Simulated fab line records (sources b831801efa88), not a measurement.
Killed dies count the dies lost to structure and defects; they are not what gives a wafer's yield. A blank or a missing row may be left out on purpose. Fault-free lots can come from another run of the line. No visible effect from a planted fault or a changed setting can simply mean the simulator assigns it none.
fab line records | flow sky130
[record] lots = 24 wafers = 72 last-day = 50
route steps=708 shown VT_ADJUST_HVTR@138 LDD_HVP@287 LI_CONTACT@365 LOCAL_INTERCONNECT@388 VIA1@479
lots untouched by any fault: they come from a run of this same line in which no faults occurred
start-h: hours from the record's first day to the start of the lot's first wafer shown | wait-h: hours since the lot's step before | " the same as in the row above | L1.1+2: a row that stands for several wafers | - no value, or no start was given | * or withheld: withheld | < > ~ a bound
route shown NAME@n: names a module that has steps shown in the file, with the first one's number in the route | usual: the fault-free wafers' mean and standard deviation | same: alike in all rows | chamber/n: place in a boat | sites: readings site by site | _std_site: the standard deviation of these | _edge_site: outer sites' mean less inner sites' | radius-mm: how far each site lies from the wafer's centre | mask NAME#n: copy n | behind: the most recent tool/chamber to have shaped the wafer | hold: the reason the lot was held/the length of the hold in hours/how it ended | device: the n, p or np transistor that did not switch | end of line: the same wafers' tests at the end of the route | where a step has no rows: the recipe by itself | killed: dies that structure and defects cost at the first sort, which is not the same as the wafer's yield | map: a wafer's dies, marking killed ones x, the rest . and places with no die _
set.NAME: the setting as run; set.NAME@STEP: as run at that earlier step | model.NAME: the simulator's own value behind a step, which no gauge read
one table for each step of the route and one row for each wafer, over a sample of lots
services: from which hour (start-h, from the record's first day; less than 0 if before it) a tool's chamber was out of use, for how many hours, and why
[[steps]]
[step SKY_VT_ADJUST_HVTR_CD_MEAS_07]
[recipe] target-cd-nm = 380
[usual] cd-nm = 380.6/2.4
// columns lot.wafer tool chamber start-h wait-h cd-nm
L074.1 cd-sem-01 - 198.99 0.1 384.8
L074.4 " - " " 382.8
L074.6 " - " " 384.9
L075.3 cd-sem-01 - 204.53 0.1 381.6
L075.4 " - " " 380.9
L075.5 " - " " 381.2
L076.4 cd-sem-02 - 207.72 0.1 379.5
L076.5 " - " " 377.9
L076.6 " - " " 379.8
L077.1 cd-sem-02 - 217.39 0.1 381.9
L077.2 " - " " 381.0
L077.4 " - " " 379.9
L078.4 cd-sem-01 - 227.05 0.1 383.1
L078.5 " - " " 385.8
L078.6 " - " " 384.3
L079.2 cd-sem-02 - 235.66 0.1 380.2
L079.5 " - " " 377.9
L079.6 " - " " 380.3
L080.1 cd-sem-02 - 242.49 0.1 380.9
L080.2 " - " " 382.1
L080.4 " - " " 382.0
L081.1 cd-sem-01 - 243.04 0.1 381.1
L081.2 " - " " 380.2
L081.6 " - " " 380.6
L082.1 cd-sem-01 - 250.94 0.1 381.9
L082.4 " - " " 381.8
L082.6 " - " " 381.4
L083.2 cd-sem-02 - 262.66 0.1 383.6
L083.4 " - " " 383.7
L083.6 " - " " 384.0
L084.1 cd-sem-01 - 269.69 0.1 378.2
L084.2 " - " " 379.9
L084.3 " - " " 378.5
L085.2 cd-sem-02 - 276.56 0.1 382.8
L085.3 " - " " 385.0
L085.4 " - " " 383.6
L090.1 cd-sem-01 - 330.56 0.1 378.9
L090.4 " - " " 379.3
L090.5 " - " " 378.4
L086.1 cd-sem-01 - 331.29 0.1 380.0
L086.2 " - " " 380.5
L086.5 " - " " 380.6
L089.2 cd-sem-01 - 332.46 0.1 373.6
L089.3 " - " " 375.5
L089.6 " - " " 376.9
L087.1 cd-sem-02 - 332.74 0.1 381.4
L087.2 " - " " 381.5
L087.3 " - " " 381.4
L091.1 cd-sem-02 - 335.40 0.1 379.8
L091.3 " - " " 379.8
L091.5 " - " " 381.5
L088.1 cd-sem-01 - 335.69 0.1 377.7
L088.3 " - " " 378.2
L088.6 " - " " 380.1
L092.1 cd-sem-02 - 343.06 0.1 377.6
L092.2 " - " " 376.7
L092.3 " - " " 377.8
L093.1 cd-sem-01 - 347.46 0.1 381.6
L093.3 " - " " 381.0
L093.6 " - " " 383.0
L094.2 cd-sem-01 - 351.31 0.1 383.2
L094.4 " - " " 380.2
L094.6 " - " " 381.5
L095.1 cd-sem-01 - 356.29 0.1 381.4
L095.2 " - " " 380.2
L095.5 " - " " 378.7
L096.1 cd-sem-02 - 367.80 0.1 381.0
L096.5 " - " " 380.0
L096.6 " - " " 375.9
L097.4 cd-sem-01 - 374.71 0.1 378.6
L097.5 " - " " 380.4
L097.6 " - " " 380.8
[step SKY_LDD_HVP_STRIP_09]
[recipe] chemistry = O2/N2 power-w = 1400 pressure-mtorr = 1500 platen-temp-c = withheld o2-flow-sccm = 3000 n2-flow-sccm = 300 overash-fraction = 0.5
[usual] drypump-motor-current-A = 6.11/0.27 n2-flow-sccm = 300.1/0.9 oes-product-au = 0.409/0.0043 strip-time-to-endpoint-s = 4.134/0.017
// columns lot.wafer tool chamber start-h wait-h drypump-motor-current-A n2-flow-sccm oes-product-au rf-hours-counter-h strip-time-to-endpoint-s
L074.1 plasma-asher-01 0 490.09 0.1 6.25 300.0 0.409 41 4.147
L074.4 " 0 " " 6.29 298.7 0.408 - 4.150
L074.6 " 0 " " 6.26 300.0 0.408 - 4.141
L075.3 plasma-asher-01 0 491.02 0.1 6.26 299.8 0.403 - 4.127
L075.4 " 1 " " 6.42 299.8 0.406 - 4.125
L075.5 " 0 " " 6.28 301.6 0.403 - 4.140
L076.4 plasma-asher-03 1 492.80 0.1 6.35 299.8 0.409 - 4.124
L076.5 " 0 " " 5.67 299.7 0.407 - 4.131
L076.6 " 1 " " 6.35 300.8 0.410 - 4.116
L077.1 plasma-asher-01 1 507.92 0.1 6.38 300.0 0.408 42 4.113
L077.2 " 0 " " 6.27 299.7 0.406 42 4.137
L077.4 " 1 " " 6.39 300.5 0.404 - 4.118
L078.4 plasma-asher-03 0 520.72 0.1 5.65 300.2 0.408 - 4.123
L078.5 " 1 " " 6.38 301.5 0.408 - 4.125
L078.6 " 0 " " 5.67 300.5 0.405 - 4.142
L079.2 plasma-asher-03 0 532.29 0.1 5.66 302.1 0.411 11 4.125
L079.5 " 1 " " 6.30 301.3 0.408 - 4.146
L079.6 " 0 " " 5.67 301.4 0.412 - 4.138
L081.1 plasma-asher-02 0 540.30 0.1 5.83 299.3 0.414 69 4.143
L081.2 " 1 " " 6.16 301.3 0.405 69 4.133
L081.6 " 0 " " 5.84 299.6 0.406 - 4.152
L080.1 plasma-asher-03 0 543.94 0.1 5.67 299.7 0.415 12 4.118
L080.2 " 1 " " 6.33 299.2 0.412 12 4.132
L080.4 " 1 " " 6.35 298.6 0.403 - 4.159
L082.1 plasma-asher-02 1 555.60 0.1 6.18 299.0 0.409 70 4.119
L082.4 " 1 " " 6.17 301.1 0.415 - 4.104
L082.6 " 0 " " 5.84 300.2 0.406 - 4.108
L083.2 plasma-asher-03 0 567.97 0.1 5.64 301.1 0.404 15 4.114
L083.4 " 0 " " 5.65 300.3 0.409 - 4.113
L083.6 " 0 " " 5.69 299.6 0.412 - 4.122
L084.1 plasma-asher-03 0 578.82 0.1 5.63 299.0 0.412 16 4.113
L084.2 " 1 " " 6.36 300.5 0.412 16 4.113
L084.3 " 1 " " 6.34 301.1 0.409 - 4.104
L085.2 plasma-asher-02 1 593.39 0.1 6.18 299.0 0.408 74 4.139
L085.3 " 0 " " 5.83 300.1 0.403 - 4.135
L085.4 " 1 " " 6.18 300.6 0.415 - 4.121
L090.1 plasma-asher-01 1 644.87 0.1 6.37 299.7 0.419 56 4.143
L090.4 " 0 " " 6.27 300.4 0.401 - 4.139
L090.5 " 1 " " 6.42 298.9 0.421 - 4.128
L086.1 plasma-asher-01 0 648.04 0.1 6.27 300.2 0.403 57 4.133
L086.2 " 1 " " 6.40 301.6 0.402 57 4.130
L086.5 " 0 " " 6.32 300.1 0.406 - 4.146
L087.1 plasma-asher-01 1 650.67 0.1 6.40 298.2 0.414 57 4.157
L087.2 " 0 " " 6.26 299.6 0.405 57 4.171
L087.3 " 1 " " 6.38 299.3 0.413 - 4.127
L088.1 plasma-asher-02 1 652.94 0.1 6.17 301.6 0.408 80 4.126
L088.3 " 1 " " 6.19 300.4 0.409 - 4.135
L088.6 " 0 " " 5.83 301.3 0.403 - 4.138
L089.2 plasma-asher-03 1 654.64 0.1 6.34 300.1 0.414 23 4.147
L089.3 " 1 " " 6.36 299.9 0.413 - 4.120
L089.6 " 0 " " 5.63 299.8 0.412 - 4.142
L091.1 plasma-asher-02 0 655.59 0.1 5.81 299.4 0.409 80 4.111
L091.3 " 0 " " 5.80 300.9 0.410 - 4.165
L091.5 " 1 " " 6.17 299.1 0.411 - 4.136
L092.1 plasma-asher-02 1 662.37 0.1 6.16 299.5 0.412 81 4.151
L092.2 " 0 " " 5.84 299.8 0.405 81 4.136
L092.3 " 0 " " 5.86 300.6 0.406 - 4.144
L093.1 plasma-asher-01 0 663.87 0.1 6.22 300.5 0.411 58 4.142
L093.3 " 1 " " 6.41 300.5 0.400 - 4.140
L093.6 " 0 " " 6.29 299.5 0.416 - 4.150
L094.2 plasma-asher-03 1 670.59 0.1 6.36 300.5 0.411 25 4.165
L094.4 " 1 " " 6.35 301.6 0.400 - 4.151
L094.6 " 1 " " 6.35 299.2 0.408 - 4.152
L095.1 plasma-asher-01 0 670.89 0.1 6.25 301.3 0.412 59 4.142
L095.2 " 1 " " 6.36 299.8 0.417 59 4.130
L095.5 " 1 " " 6.37 298.4 0.411 - 4.145
L096.1 plasma-asher-02 1 683.69 0.1 6.16 301.1 0.404 83 4.127
L096.5 " 1 " " 6.17 300.2 0.418 - 4.141
L096.6 " 0 " " 5.82 299.6 0.413 - 4.114
L097.4 plasma-asher-02 0 690.52 0.1 5.82 299.4 0.410 - 4.143
L097.5 " 0 " " 5.86 300.0 0.413 - 4.130
L097.6 " 1 " " 6.19 302.5 0.408 - 4.140
[step SKY_LI_CONTACT_BOW_MEAS_03]
[recipe] mode = bow
[usual] LI_CONTACT_BOW = 55/7.2
// columns lot.wafer tool chamber start-h wait-h LI_CONTACT_BOW[um]
L074.1 film-metro-01 - 644.23 0.2 54
L074.4 " - " " 57
L074.6 " - " " 54
L075.3 film-metro-04 - 646.71 0.2 67
L075.4 " - " " 57
L075.5 " - " " 54
L076.4 film-metro-04 - 649.49 0.3 33
L076.5 " - " " 58
L076.6 " - " " 56
L077.1 film-metro-04 - 658.92 0.1 65
L077.2 " - " " 58
L077.4 " - " " 56
L078.4 film-metro-04 - 672.59 0.3 46
L078.5 " - " " 48
L078.6 " - " " 51
L079.2 film-metro-03 - 681.49 0.3 53
L079.5 " - " " 51
L079.6 " - " " 51
L081.1 film-metro-01 - 691.02 0.2 57
L081.2 " - " " 48
L081.6 " - " " 55
L080.1 film-metro-01 - 694.52 0.2 61
L080.2 " - " " 61
L080.4 " - " " 53
L082.1 film-metro-04 - 705.35 0.1 42
L082.4 " - " " 64
L082.6 " - " " 46
L083.2 film-metro-03 - 716.20 0.3 65
L083.4 " - " " 44
L083.6 " - " " 47
L084.1 film-metro-04 - 726.33 0.1 54
L084.2 " - " " 57
L084.3 " - " " 47
L085.2 film-metro-01 - 739.15 0.2 59
L085.3 " - " " 56
L085.4 " - " " 64
L090.1 film-metro-03 - 786.26 0.1 50
L090.4 " - " " 49
L090.5 " - " " 51
L086.1 film-metro-04 - 788.46 0.2 44
L086.2 " - " " 39
L086.5 " - " " 44
L087.1 film-metro-04 - 793.41 0.1 54
L087.2 " - " " 58
L087.3 " - " " 51
L088.1 film-metro-01 - 795.53 0.2 55
L088.3 " - " " 57
L088.6 " - " " 54
L089.2 film-metro-01 - 797.29 0.1 56
L089.3 " - " " 58
L089.6 " - " " 71
L091.1 film-metro-03 - 799.07 0.1 54
L091.3 " - " " 63
L091.5 " - " " 64
L092.1 film-metro-01 - 804.28 0.1 61
L092.2 " - " " 58
L092.3 " - " " 52
L093.1 film-metro-01 - 805.52 0.2 38
L093.3 " - " " 57
L093.6 " - " " 58
L094.2 film-metro-01 - 812.89 0.2 50
L094.4 " - " " 51
L094.6 " - " " 56
L095.1 film-metro-01 - 813.54 0.1 53
L095.2 " - " " 55
L095.5 " - " " 58
L096.1 film-metro-01 - 824.46 0.1 57
L096.5 " - " " 61
L096.6 " - " " 42
L097.4 film-metro-03 - 830.54 0.2 62
L097.5 " - " " 59
L097.6 " - " " 51
[step SKY_LI_CONTACT_STRIP_16]
[recipe] chemistry = O2/N2 power-w = 1400 pressure-mtorr = 1500 platen-temp-c = withheld o2-flow-sccm = 3000 n2-flow-sccm = 300 overash-fraction = 0.5
[usual] drypump-motor-current-A = 6.0/0.42 n2-flow-sccm = 300.1/0.88 oes-product-au = 0.375/0.0046 strip-time-to-endpoint-s = 3.489/0.028
// columns lot.wafer tool chamber start-h wait-h drypump-motor-current-A n2-flow-sccm oes-product-au rf-hours-counter-h strip-time-to-endpoint-s
L074.1 plasma-asher-04 0 672.32 - 5.2 300.7 0.375 93 3.501
L074.4 " 1 " " 6.7 299.9 0.382 - 3.471
L074.6 " 1 " " 6.8 301.1 0.375 - 3.521
L075.3 plasma-asher-04 0 675.37 - 5.2 298.7 0.370 - 3.476
L075.4 " 1 " " 6.8 300.4 0.371 - 3.508
L075.5 " 1 " " 6.7 299.1 0.367 - 3.505
L076.4 plasma-asher-02 0 677.82 - 5.9 299.2 0.375 - 3.459
L076.5 " 0 " " 5.9 299.9 0.378 - 3.524
L076.6 " 1 " " 6.2 300.3 0.373 - 3.498
L077.1 plasma-asher-02 0 686.87 - 5.8 299.2 0.369 83 3.487
L077.2 " 1 " " 6.1 298.7 0.377 83 3.536
L077.4 " 1 " " 6.1 298.5 0.371 - 3.504
L078.4 plasma-asher-04 0 700.95 - 5.2 300.7 0.374 - 3.485
L078.5 " 1 " " 6.8 298.6 0.376 - 3.436
L078.6 " 0 " " 5.2 300.7 0.376 - 3.463
L079.2 plasma-asher-03 1 709.57 - 6.3 299.1 0.372 29 3.508
L079.5 " 0 " " 5.6 299.9 0.372 - 3.469
L079.6 " 1 " " 6.3 298.6 0.370 - 3.470
L081.1 plasma-asher-02 1 718.97 - 6.2 300.8 0.376 86 3.446
L081.2 " 0 " " 5.8 299.8 0.384 86 3.495
L081.6 " 0 " " 5.8 298.3 0.380 - 3.489
L080.1 plasma-asher-03 1 722.69 - 6.3 299.7 0.379 30 3.496
L080.2 " 0 " " 5.7 301.4 0.368 30 3.501
L080.4 " 1 " " 6.3 299.3 0.369 - 3.475
L082.1 plasma-asher-04 0 733.22 - 5.2 299.1 0.379 99 3.478
L082.4 " 1 " " 6.8 299.6 0.380 - 3.523
L082.6 " 1 " " 6.8 300.3 0.380 - 3.510
L083.2 plasma-asher-02 0 744.19 - 5.8 299.8 0.375 89 3.450
L083.4 " 0 " " 5.8 300.4 0.371 - 3.535
L083.6 " 0 " " 5.8 301.6 0.375 - 3.444
L084.1 plasma-asher-03 0 753.62 - 5.7 299.6 0.376 33 3.488
L084.2 " 1 " " 6.3 301.4 0.368 33 3.494
L084.3 " 0 " " 5.6 300.3 0.376 - 3.458
L085.2 plasma-asher-02 1 767.50 - 6.2 299.3 0.377 91 3.504
L085.3 " 0 " " 5.8 299.4 0.379 - 3.524
L085.4 " 1 " " 6.2 299.2 0.374 - 3.479
L090.1 plasma-asher-02 1 814.22 - 6.2 299.5 0.375 96 3.545
L090.4 " 1 " " 6.2 300.4 0.376 - 3.567
L090.5 " 0 " " 5.8 300.5 0.376 - 3.553
L086.1 plasma-asher-03 0 816.17 - 5.6 299.6 0.373 40 3.462
L086.2 " 1 " " 6.4 300.3 0.375 40 3.510
L086.5 " 1 " " 6.4 300.3 0.378 - 3.476
L087.1 plasma-asher-03 0 821.57 - 5.6 299.5 0.381 40 3.519
L087.2 " 1 " " 6.4 301.0 0.371 40 3.501
L087.3 " 0 " " 5.6 299.2 0.381 - 3.532
L088.1 plasma-asher-02 1 822.77 - 6.2 299.8 0.377 97 3.481
L088.3 " 1 " " 6.2 299.8 0.371 - 3.503
L088.6 " 1 " " 6.2 301.3 0.371 - 3.483
L089.2 plasma-asher-02 0 824.62 - 5.8 300.2 0.379 97 3.463
L089.3 " 1 " " 6.2 299.2 0.376 - 3.512
L089.6 " 0 " " 5.9 300.7 0.382 - 3.475
L091.1 plasma-asher-02 0 826.67 - 5.9 298.7 0.371 98 3.453
L091.3 " 1 " " 6.2 298.9 0.391 - 3.471
L091.5 " 0 " " 5.9 300.1 0.368 - 3.454
L092.1 plasma-asher-03 1 831.47 - 6.3 300.1 0.366 41 3.536
L092.2 " 0 " " 5.7 299.1 0.380 41 3.461
L092.3 " 1 " " 6.3 299.6 0.377 - 3.483
L093.1 plasma-asher-03 1 832.97 - 6.3 301.2 0.377 42 3.457
L093.3 " 1 " " 6.3 300.3 0.374 - 3.477
L093.6 " 0 " " 5.6 299.9 0.383 - 3.525
L094.2 plasma-asher-03 1 839.24 - 6.3 301.0 0.377 42 3.478
L094.4 " 0 " " 5.7 301.6 0.371 - 3.467
L094.6 " 0 " " 5.7 301.1 0.370 - 3.439
L095.1 plasma-asher-02 1 839.97 - 6.2 300.2 0.375 99 3.464
L095.2 " 0 " " 5.8 300.0 0.375 99 3.519
L095.5 " 1 " " 6.2 300.1 0.371 - 3.481
L096.1 plasma-asher-04 1 850.47 - 6.8 300.0 0.370 11 3.443
L096.5 " 0 " " 5.2 300.3 0.377 - 3.493
L096.6 " 1 " " 6.8 299.9 0.373 - 3.483
L097.4 plasma-asher-02 1 856.46 - 6.2 302.6 0.371 - 3.462
L097.5 " 1 " " 6.2 300.7 0.377 - 3.483
L097.6 " 0 " " 5.8 299.9 0.375 - 3.459
[step SKY_LOCAL_INTERCONNECT_RS_MEAS_01]
[recipe] thk-meas-gauge = four-point-probe reads = TiN_of_LOCAL_INTERCONNECT_SPUTTER_00
[usual] LOCAL_INTERCONNECT_TIN_RS = 14.15/0.17
// columns lot.wafer tool chamber start-h wait-h LOCAL_INTERCONNECT_TIN_RS[ohm/sq]
L074.1 film-metro-01 - 673.44 0.0 14.18
L074.4 " - " " 14.47
L074.6 " - " " 14.45
L075.3 film-metro-03 - 676.48 0.1 14.14
L075.4 " - " " 14.33
L075.5 " - " " 14.13
L076.4 film-metro-01 - 678.95 0.1 14.38
L076.5 " - " " 14.28
L076.6 " - " " 14.01
L077.1 film-metro-03 - 687.97 0.0 14.46
L077.2 " - " " 14.41
L077.4 " - " " 14.15
L078.4 film-metro-03 - 702.08 0.1 14.32
L078.5 " - " " 14.35
L078.6 " - " " 14.34
L079.2 film-metro-03 - 710.69 0.1 14.32
L079.5 " - " " 14.34
L079.6 " - " " 14.19
L081.1 film-metro-01 - 720.07 0.0 14.01
L081.2 " - " " 14.22
L081.6 " - " " 14.08
L080.1 film-metro-03 - 723.79 0.0 14.34
L080.2 " - " " 14.22
L080.4 " - " " 14.23
L082.1 film-metro-03 - 734.32 0.0 14.02
L082.4 " - " " 14.22
L082.6 " - " " 14.11
L083.2 film-metro-01 - 745.32 0.1 14.19
L083.4 " - " " 14.13
L083.6 " - " " 14.16
L084.1 film-metro-01 - 754.72 0.0 14.26
L084.2 " - " " 13.98
L084.3 " - " " 13.96
L085.2 film-metro-03 - 768.83 0.1 14.02
L085.3 " - " " 14.07
L085.4 " - " " 14.10
L090.1 film-metro-01 - 815.32 0.0 13.81
L090.4 " - " " 13.70
L090.5 " - " " 13.79
L086.1 film-metro-03 - 817.27 0.0 13.92
L086.2 " - " " 14.13
L086.5 " - " " 13.85
L087.1 film-metro-01 - 822.67 0.0 14.31
L087.2 " - " " 14.25
L087.3 " - " " 14.24
L088.1 film-metro-02 - 823.87 0.0 13.75
L088.3 " - " " 14.02
L088.6 " - " " 13.82
L089.2 film-metro-01 - 825.76 0.1 14.10
L089.3 " - " " 14.16
L089.6 " - " " 14.18
L091.1 film-metro-03 - 827.78 0.0 13.97
L091.3 " - " " 14.35
L091.5 " - " " 14.12
L092.1 film-metro-01 - 832.57 0.0 14.31
L092.2 " - " " 14.02
L092.3 " - " " 14.16
L093.1 film-metro-03 - 834.11 0.0 14.31
L093.3 " - " " 14.30
L093.6 " - " " 14.34
L094.2 film-metro-03 - 840.36 0.1 14.08
L094.4 " - " " 14.37
L094.6 " - " " 14.25
L095.1 film-metro-02 - 841.07 0.0 14.25
L095.2 " - " " 14.01
L095.5 " - " " 14.44
L096.1 film-metro-03 - 851.57 0.0 14.05
L096.5 " - " " 14.10
L096.6 " - " " 13.96
L097.4 film-metro-01 - 857.60 0.1 13.86
L097.5 " - " " 14.11
L097.6 " - " " 14.08
[step SKY_VIA1_CVD_21]
[recipe] material = W target-thk-nm = 270 time-s = 80.902 temp-c = 400 pressure-torr = 40
[usual] heater-power-w = 901/89 susceptor-temp-C = 399.99/0.22
// columns lot.wafer tool chamber start-h wait-h heater-power-w susceptor-temp-C
L074.1 cvd-w-02 0 787.38 0.0 1016 400.10
L074.4 " 1 " " 878 400.31
L074.6 " 1 " " 877 399.84
L075.3 cvd-w-01 0 792.37 0.1 796 400.01
L075.4 " 1 " " 903 399.99
L075.5 " 1 " " 895 400.10
L076.4 cvd-w-01 0 794.51 0.1 822 399.49
L076.5 " 0 " " 814 399.66
L076.6 " 1 " " 900 399.63
L077.1 cvd-w-01 0 801.88 0.1 812 400.10
L077.2 " 0 " " 781 399.96
L077.4 " 0 " " 817 400.20
L078.4 cvd-w-02 1 816.71 0.1 883 400.10
L078.5 " 0 " " 1022 400.20
L078.6 " 1 " " 901 399.99
L079.2 cvd-w-02 0 826.99 0.0 1024 399.88
L079.5 " 1 " " 871 400.22
L079.6 " 0 " " 1017 400.39
L081.1 cvd-w-02 1 833.93 0.0 896 400.05
L081.2 " 0 " " 1036 399.87
L081.6 " 0 " " 1023 399.87
L080.1 cvd-w-01 0 838.30 0.0 797 399.99
L080.2 " 1 " " 877 399.93
L080.4 " 1 " " 885 400.05
L082.1 cvd-w-01 1 848.39 0.0 884 400.05
L082.4 " 0 " " 816 399.62
L082.6 " 0 " " 822 400.14
L083.2 cvd-w-02 0 857.20 0.0 1051 399.70
L083.4 " 0 " " 1022 399.57
L083.6 " 0 " " 1004 400.18
L084.1 cvd-w-01 1 866.01 0.0 898 400.09
L084.2 " 0 " " 816 399.63
L084.3 " 1 " " 890 400.08
L085.2 cvd-w-01 0 880.43 0.0 794 400.34
L085.3 " 0 " " 833 400.21
L085.4 " 1 " " 882 399.96
L090.1 cvd-w-02 1 923.94 0.0 906 400.06
L090.4 " 1 " " 915 400.12
L090.5 " 1 " " 899 399.93
L086.1 cvd-w-01 1 926.52 0.0 870 399.82
L086.2 " 0 " " 773 400.18
L086.5 " 0 " " 763 399.95
L087.1 cvd-w-02 0 931.28 0.0 1010 400.44
L087.2 " 1 " " 882 400.11
L087.3 " 0 " " 1012 400.07
L088.1 cvd-w-02 1 931.67 0.0 889 399.85
L088.3 " 0 " " 1020 400.20
L088.6 " 0 " " 1037 400.01
L089.2 cvd-w-01 1 935.44 0.0 850 399.93
L089.3 " 0 " " 752 400.06
L089.6 " 1 " " 881 400.40
L091.1 cvd-w-02 1 936.00 0.0 868 400.11
L091.3 " 0 " " 1017 400.40
L091.5 " 1 " " 898 400.08
L092.1 cvd-w-02 1 941.11 0.0 874 399.92
L092.2 " 0 " " 1028 400.11
L092.3 " 1 " " 873 399.78
L093.1 cvd-w-02 0 942.77 0.0 1051 399.98
L093.3 " 0 " " 1030 400.03
L093.6 " 0 " " 1049 400.26
L094.2 cvd-w-02 1 947.64 0.0 899 399.87
L094.4 " 0 " " 1043 399.71
L094.6 " 1 " " 886 400.24
L095.1 cvd-w-01 0 948.79 0.0 757 399.58
L095.2 " 1 " " 883 400.08
L095.5 " 1 " " 864 400.33
L096.1 cvd-w-01 1 959.41 0.0 862 399.72
L096.5 " 1 " " 878 399.71
L096.6 " 0 " " 764 400.37
L097.4 cvd-w-02 1 964.06 0.1 875 400.16
L097.5 " 1 " " 901 399.89
L097.6 " 0 " " 1038 400.04
[[services]]
// columns tool chamber start-h hours kind
plasma-asher-03 - 487.14 0.8 repair
cvd-w-01 - 494.64 2.9 repair
plasma-asher-01 - 497.35 7.7 repair
cvd-w-02 - 531.34 0.5 repair
cvd-w-01 - 580.10 1.5 repair
plasma-asher-02 - 596.10 1.3 repair
cvd-w-01 - 699.22 1.2 repair
cvd-w-02 - 720.07 1.1 repair
plasma-asher-01 - 750.55 6.6 repair
cvd-w-01 - 758.51 14.6 pm
cvd-w-02 1 765.43 15.8 repair
plasma-asher-03 - 772.82 2.4 repair
plasma-asher-01 - 774.90 15.6 pm
cvd-w-02 - 798.47 6.0 pm
cvd-w-01 1 798.69 14.9 repair
cvd-w-01 - 832.62 0.3 repair
cvd-w-01 1 836.56 1.5 repair
plasma-asher-03 - 840.66 1.6 repair
plasma-asher-01 - 861.32 14.2 pm
plasma-asher-02 - 897.75 12.4 repair
plasma-asher-01 - 902.30 0.4 repair
cvd-w-01 - 904.00 14.0 pm
cvd-w-01 - 918.00 2.8 pm
cvd-w-01 - 935.58 1.4 repair
[[key]]
fault none
